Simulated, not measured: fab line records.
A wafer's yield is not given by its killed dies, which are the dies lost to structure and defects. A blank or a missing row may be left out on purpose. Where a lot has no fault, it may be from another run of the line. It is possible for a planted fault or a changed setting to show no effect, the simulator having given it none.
Problem report in the 8D (eight disciplines) form, filled by code -- flow gf180mcu -- the parts of the form that need people (team, actions taken, sign-off) are left out

1. PROBLEM STATEMENT
Across 6 wafers from 2 lots, MVSD_TW at GF_MVSD_TW_MEAS_11 averages 1527, while fault-free wafers read 1576 with a standard deviation of 10. That puts it -4.9 standard deviations away from the usual mean.
Seen first at day 5 21:32 on filmMetro-04, wafer L623.3. The record holds 39 wafers of 13 lots with a number at this step. By rule, "out" or "out of limits" means more than 4 standard deviations away from the usual mean. All remaining wafers that have a number are taken as sound.

2. WHAT THIS IS AND IS NOT
question,is,is not
which readings at this step,MVSD_TW,-
which lots,"L623, L624","L617, L618, L621, L629, L631, L634, L636, L637, L638, L639, L640"
which wafers of those lots,all that have a number,-
read on which gauges,filmMetro-04,"filmMetro-02, filmMetro-03"
when,from day 5 21:32,"up to then (9 sound wafers); but 24 sound wafers of L629, L631, L634, L636, L637, L638, L639, L640 came after"

3. SUSPECTS, AND WHAT RULES EACH OUT
Counting: any tool at a process step up to the reading is kept as a suspect provided that every lot that is out went through it and no sound lot did after the first of them.
- the gauge at GF_MVSD_TW_MEAS_11: ruled out. All the wafers that are out were read on filmMetro-04, but those of them that GF_MVSD_IMPLANT_09 has rows for are out there too, on other tools.
- implanter-01 at GF_MVSD_IMPLANT_09: ruled out as a lasting fault. The sound lots L636, L637, L638, L639, L640 went through it after L623, its earliest lot that is out (day 5 21:19).
Left after counting: nothing in the record.

4. THE CAUSE (what the simulator had put in)
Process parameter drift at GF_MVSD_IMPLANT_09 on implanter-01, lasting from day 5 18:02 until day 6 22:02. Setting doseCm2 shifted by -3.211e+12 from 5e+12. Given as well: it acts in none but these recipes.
Counting ruled it out, wrongly: the rule takes a fault to strike every lot that its tool runs from its start on, and this one did not.

5. THE CHAIN OF EFFECTS, in route order
Each row: a reading whose mean over the struck wafers that have a number lies more than 3 standard deviations from the usual. Scope: only readings with a usual standard deviation given in the record; hours: median across lots of the time from each lot's start at the first step in this table that gives one to its start at this step; sigmas: change in usual standard deviations.
hours,step,reading,usual,on struck wafers,change,sigmas
0,GF_MVSD_IMPLANT_09,doseIonsCm2,5.001e+12,1.793e+12,-3.208e+12,-99 or more
0,GF_MVSD_IMPLANT_09,faradayCurrentUA,28.1,10.1,-18.0,-32
0,GF_MVSD_TW_MEAS_11,MVSD_TW,1576,1527,-49,-4.9
82,GF_VT_IMPLANT_RS_MEAS_46,MVSD_RS,456.9 ohm/sq,517.9,+61.0,+55
Here are the process steps it includes:
- GF_MVSD_IMPLANT_09
At these later measuring or inspecting steps, every struck wafer for which the step has a row has a number for every such reading, and none has moved that far: GF_M1_CD_MEAS_14, GF_V1_OVL_MEAS_15.

6. WHAT WOULD HAVE CAUGHT IT SOONER
4 hours passed between the start of the fault at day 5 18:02 and the first reading out of limits at a measuring or inspecting step in this record, taken at day 5 21:32.
Tool's own readings at GF_MVSD_IMPLANT_09, doseIonsCm2, faradayCurrentUA: out on all struck wafers the step has rows for; an alarm limit on them would have tripped on the first.
